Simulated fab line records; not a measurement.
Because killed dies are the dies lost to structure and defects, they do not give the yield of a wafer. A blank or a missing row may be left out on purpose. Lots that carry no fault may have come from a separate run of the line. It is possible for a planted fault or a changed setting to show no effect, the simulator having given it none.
Matching of chambers -- flow sky130 -- SKY_PAD_OPEN_ETCH_07 on rie_diel-03 has 4 sister chambers
The step etches the open film in CF4/O2, stops on AlCu, target depth 725 nm, time 161.1 s. 4 wafers are shown with their chamber, then 12 later ones without.

EACH WAFER AND ITS CHAMBER
wafer,chamber,drypump_motor_current_A (A)
L084.5,3,5.4
L089.1,1,5.2
L089.2,0,6.0
L089.4,2,6.3

WAFERS WITH NO CHAMBER GIVEN
wafer,drypump_motor_current_A (A)
L093.1,5.4
L093.3,5.2
L093.4,6.0
L094.2,6.0
L094.3,5.4
L094.6,5.2
L095.1,6.4
L095.3,5.2
L095.5,5.4
L097.1,5.2
L097.2,6.0
L097.3,5.4

THE CHAMBER EACH PASSED THROUGH
wafer,from the rows above,in truth
L093.1,3,3
L093.3,1,1
L093.4,0,0
L094.2,0,0
L094.3,3,3
L094.6,1,1
L095.1,2,2
L095.3,1,1
L095.5,3,3
L097.1,1,1
L097.2,0,0
L097.3,3,3
Correctly placed: 12 of 12. Not placeable from these rows: 0. Wrongly placed: 0.
How it was worked out, from the rows above alone: a wafer's distance from a chamber is the root of the sum, over the readings, of the square of ((its reading less the chamber's mean) divided by the reading's scatter). If the next closest chamber is less than 2 further off than the closest, the wafer can't be placed; otherwise it belongs to the closest. A chamber's mean is the mean of its shown wafers. The scatter: with one shown wafer a chamber, the root of the mean of the squares of how far each hidden wafer lies from its nearest shown one.
